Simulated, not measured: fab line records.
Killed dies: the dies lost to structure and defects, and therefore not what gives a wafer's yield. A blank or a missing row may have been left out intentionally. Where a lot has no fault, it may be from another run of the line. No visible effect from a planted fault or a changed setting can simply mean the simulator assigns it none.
Struck lot and sound lot, side by side + flow sky130 + 44 steps out of a route of 708
Sound: these wafers, L255.2, L255.4, L255.5. Struck: wafer L266.1; the same lot's L266.6 was not struck, so it is left out; see the end for the cause.
Order at every step that has rows: each side's tool, ch and its chambers, its first start. Under that, the readings that differ: sound wafers + struck wafers + difference of the means + sigmas: that difference in standard deviations of wafers without a fault.
alike: a reading whose means differ by less than 2 such deviations, as well as words and numbers matching on both sides. not compared: withheld readings; readings where some wafer has no value; bounds like >300 that might hide an equal value; numbers whose values overlap and for which the record gives no deviation.
A row with sigmas, a row that says differs or no value, or rows on one side alone: a step with any of these is where the two part. When numbers do not overlap yet have no deviation, they are printed without sigmas and do not part them. A reading missing from all wafers of one side parts the sides only when that side holds two or more wafers.

first, 2 steps without rows for these wafers: SKY_VIA2_CLEAN_18 (cleans in IPA, time 180 s); SKY_VIA2_CLEAN_19 (cleans in O3/DIW).
SKY_VIA2_SPUTTER_20: material TiN, target thk 20 nm, time 80 s.
  struck on pvdSputter-03, day 41 07:47; sound on pvdSputter-04, day 38 02:55
  alike: throttleValvePct
SKY_VIA2_CVD_21: deposits W, target thk 420 nm, time 126.4 s.
  sound on cvdW-01 ch 0, day 38 03:02; struck on cvdW-01 ch 1, day 41 07:51
  alike: heaterPowerW
SKY_VIA2_RS_MEAS_22: a four-point-probe measurement.
  struck on filmMetro-03, day 41 07:59; sound on filmMetro-01, day 38 03:16
  alike: VIA2_W_RS
SKY_VIA2_THK_MEAS_23: measures by xrf.
  struck on filmMetro-03, day 41 08:06; sound on filmMetro-01, day 38 03:23
  alike: VIA2_W_THK
SKY_VIA2_CMP_24: polishes, stops on SiO2, t overpolish 20 s, target thk 0 nm.
  sound on cmp-01 ch 0,1,2, day 38 03:26; struck on cmp-02 ch 0, day 41 08:39
  alike: motorCurrentA, overpolishRunS, timeToEndpointS
then, 4 steps without rows for these wafers: SKY_METAL3_SPUTTER_00 (material Ti, target thk 15 nm, time 10 s); SKY_METAL3_SPUTTER_01 (material TiN, target thk 20 nm, time 16.7 s); SKY_METAL3_SPUTTER_02 (material AlCu, target thk 735 nm, time 39.1 s); SKY_METAL3_SPUTTER_03 (material Ti, target thk 5 nm, time 3.3 s).
SKY_METAL3_SPUTTER_04: material TiN, target thk 70 nm, time 58.3 s.
  struck on pvdSputter-04, day 41 08:55; sound on pvdSputter-02, day 38 03:50
| reading              | sound          | struck | difference | sigmas |
|----------------------|----------------|--------|------------|--------|
| throttleValvePct (%) | 30.8 29.1 29.4 | 32.6   | +2.8       | +2     |
SKY_CAPM_CVD_00: deposits SiO2, target thk 15.5 nm.
  sound on pecvd-02 ch 0,1,2, day 38 03:53; struck on pecvd-02 ch 1, day 41 08:58
| reading                              | sound            | struck | difference | sigmas |
|--------------------------------------|------------------|--------|------------|--------|
| model.SiO2_of_CAPM_CVD_00.thkNm (nm) | 15.95 15.7 15.93 | 19.49  | +3.63      |        |
  alike: heaterPowerW, rfFwdPowerW
SKY_CAPM_THK_MEAS_01:
  struck on filmMetro-01, day 41 08:59; sound on filmMetro-04, day 38 03:55
| reading              | sound             | struck | difference | sigmas |
|----------------------|-------------------|--------|------------|--------|
| CAPM_CVD_00_THK (nm) | 15.92 15.70 15.94 | 19.52  | +3.67      | +17    |
then, 1 step without rows for these wafers: SKY_CAPM_SPUTTER_02 (material TiN, target thk 200 nm, time 166.7 s).
SKY_CAPM_RS_MEAS_03: a four-point-probe measurement.
  struck on filmMetro-02, day 41 09:09; sound on filmMetro-01, day 38 04:05
  alike: CAPM_TIN_RS
SKY_CAPM_THK_MEAS_04: measures by xrf.
  struck on filmMetro-02, day 41 09:16; sound on filmMetro-01, day 38 04:12
  alike: CAPM_TIN_THK
then, 7 steps without rows for these wafers: SKY_CAPM_DEHYDRATE_05 (time 60 s); SKY_CAPM_HMDS_06 (prime time 60 s); SKY_CAPM_COAT_07 (resist thk 1140 nm); SKY_CAPM_SOFTBAKE_08 (time 60 s); SKY_CAPM_EXPOSE_09 (exposes mask CAPM, target cd 1000 nm); SKY_CAPM_PEB_10; SKY_CAPM_DEVELOP_11 (develop time 60 s).
SKY_CAPM_OVL_MEAS_12:
  struck on overlay-01, day 42 08:44; sound on overlay-02, day 39 04:45
  alike: CAPM_OVL
then, 13 steps without rows for these wafers: SKY_CAPM_METAL_ETCH_13 (etches TiN in Cl2/BCl3, stops on SiO2, target depth 220 nm, time 62.9 s); SKY_CAPM_STRIP_14 (strips in O2/N2); SKY_CAPM_STRIP_15 (strips in post etch residue remover, time 1200 s); SKY_CAPM_CLEAN_16 (cleans in IPA, time 180 s); SKY_CAPM_CLEAN_17 (cleans in O3/DIW); SKY_METAL3_DEHYDRATE_05 (time 60 s); SKY_METAL3_HMDS_06 (prime time 60 s); SKY_METAL3_COAT_07 (resist thk 60 nm); SKY_METAL3_COAT_08 (resist thk 1140 nm); SKY_METAL3_SOFTBAKE_09 (time 90 s); SKY_METAL3_EXPOSE_10 (exposes mask MM3, target cd 300 nm); SKY_METAL3_PEB_11; SKY_METAL3_DEVELOP_12 (develop time 60 s).
SKY_METAL3_CD_MEAS_13: the cd target is 300 nm.
  struck on cdSem-02, day 43 08:41; sound on cdSem-01, day 40 05:37
  alike: cdNm
SKY_METAL3_OVL_MEAS_14:
  struck on overlay-01, day 43 08:49; sound on overlay-02, day 40 05:43
  alike: METAL3_OVL
SKY_METAL3_DESCUM_15: chemistry O2, time 8 s.
  sound on rieMetal-02 ch 0,1, day 40 05:44; struck on rieMetal-02 ch 0, day 43 08:50
  alike: chamberPressureMTorr, drypumpMotorCurrentA, oesProductAu, rfFwdPowerW, tempC
  not compared: rfHoursCounterH
then, 1 step without rows for these wafers: SKY_METAL3_ETCH_16 (etches BARC in N2/H2, stops on SiO2, time 88.2 s, target depth 60 nm).
SKY_METAL3_ETCH_17: etches SiO2 in C4F8/O2/Ar, stops on TiN, time 3.9 s, target depth 15 nm.
  sound on rieDiel-03 ch 2,3, day 40 05:52; struck on rieDiel-01 ch 2, day 43 08:58
| reading                      | sound             | struck | difference | sigmas |
|------------------------------|-------------------|--------|------------|--------|
| chamberPressureMTorr (mTorr) | 40.03 39.89 40.01 | 40.05  | +0.07      | +2     |
| oesProductAu (a.u.)          | 0.761 0.757 0.769 | 0.860  | +0.098     | +13    |
| model.etch.depthNm (nm)      | 15.95 15.7 15.93  | 19.49  | +3.63      |        |
  alike: rfFwdPowerW
  not compared: rfHoursCounterH
-- the record jumps here: 6 days lie between the struck wafers' starts before and after (it left off in module METAL3 and takes up again in module PAD_OPEN, whose first step shown is number 708 of the route) --
SKY_PAD_OPEN_PROBE_99:
  struck on prober-01, day 49 18:16; sound on prober-02, day 47 05:12
| reading                               | sound               | struck | difference | sigmas |
|---------------------------------------|---------------------|--------|------------|--------|
| killedShort                           | 27 33 35            | 47     | +15        | +2     |
| model.etest.capMim.bvV (V)            | 14.44 14.68 14.37   | 17.02  | +2.52      |        |
| model.etest.capMim.leakLog10ACm2      | -9.05 -9.018 -9.017 | -9.967 | -0.939     |        |
| model.etest.capMim.cFfUm2             | 2.277 2.304 2.281   | 1.85   | -0.44      |        |
| model.etest.tester.sort_bin_8_pct (%) | 0 0 0               | 0.1947 | +0.1947    |        |
  alike: defectLimitedYield, killed_at_M0_to_M3, killed_at_M4_up, killedAtContacts, killedAtFrontEnd, killedAtOther, killedDies, killedOpen

== WHERE THEY PART ==
At SKY_METAL3_SPUTTER_04 first; at SKY_PAD_OPEN_PROBE_99 last (within this record only).

WHY: whatever the simulator had introduced
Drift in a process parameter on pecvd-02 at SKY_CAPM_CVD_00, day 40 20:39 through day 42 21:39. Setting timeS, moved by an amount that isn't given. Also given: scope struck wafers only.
